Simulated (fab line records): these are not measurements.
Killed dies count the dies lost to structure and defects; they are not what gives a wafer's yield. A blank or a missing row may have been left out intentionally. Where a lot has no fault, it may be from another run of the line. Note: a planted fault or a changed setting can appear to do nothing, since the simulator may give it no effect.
Chamber matching -- flow gf180mcu -- GF_V3_CVD_02 on pecvd-02: 3 sister chambers
The step deposits SiO2 from TEOS, target thk 850 nm, time 94.851 s. 3 wafers are shown with their chamber, then 9 later ones without.

WAFERS PAIRED WITH THEIR CHAMBERS
wafer,chamber,heater power w (W)
L087.1,1,661
L087.4,2,954
L087.6,0,651

WAFERS MISSING THEIR CHAMBER
wafer,heater power w (W)
L092.1,631
L092.2,692
L092.5,544
L093.2,609
L093.4,625
L093.6,970
L097.1,672
L097.2,896
L097.4,664

CHAMBER TAKEN BY EACH
wafer,from the rows above,in truth
L092.1,can't be placed: 0 or 1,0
L092.2,can't be placed: 1 or 0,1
L092.5,can't be placed: 0 or 1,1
L093.2,can't be placed: 0 or 1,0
L093.4,can't be placed: 0 or 1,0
L093.6,2,2
L097.1,can't be placed: 1 or 0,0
L097.2,2,2
L097.4,can't be placed: 1 or 0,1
2 of 9 placed correctly. Not placeable from these rows: 7 (in 7, the candidates include the true chamber). Placed wrongly: 0.
How it was worked out, from the rows above alone: a wafer's distance from a chamber is the root of the sum, over the readings, of the square of ((its reading less the chamber's mean) divided by the reading's scatter). If the next closest chamber is less than 2 further off than the closest, the wafer can't be placed; otherwise it belongs to the closest. The mean given for a chamber averages the wafers shown for that chamber. The scatter: with one shown wafer a chamber, the root of the mean of the squares of how far each hidden wafer lies from its nearest shown one.
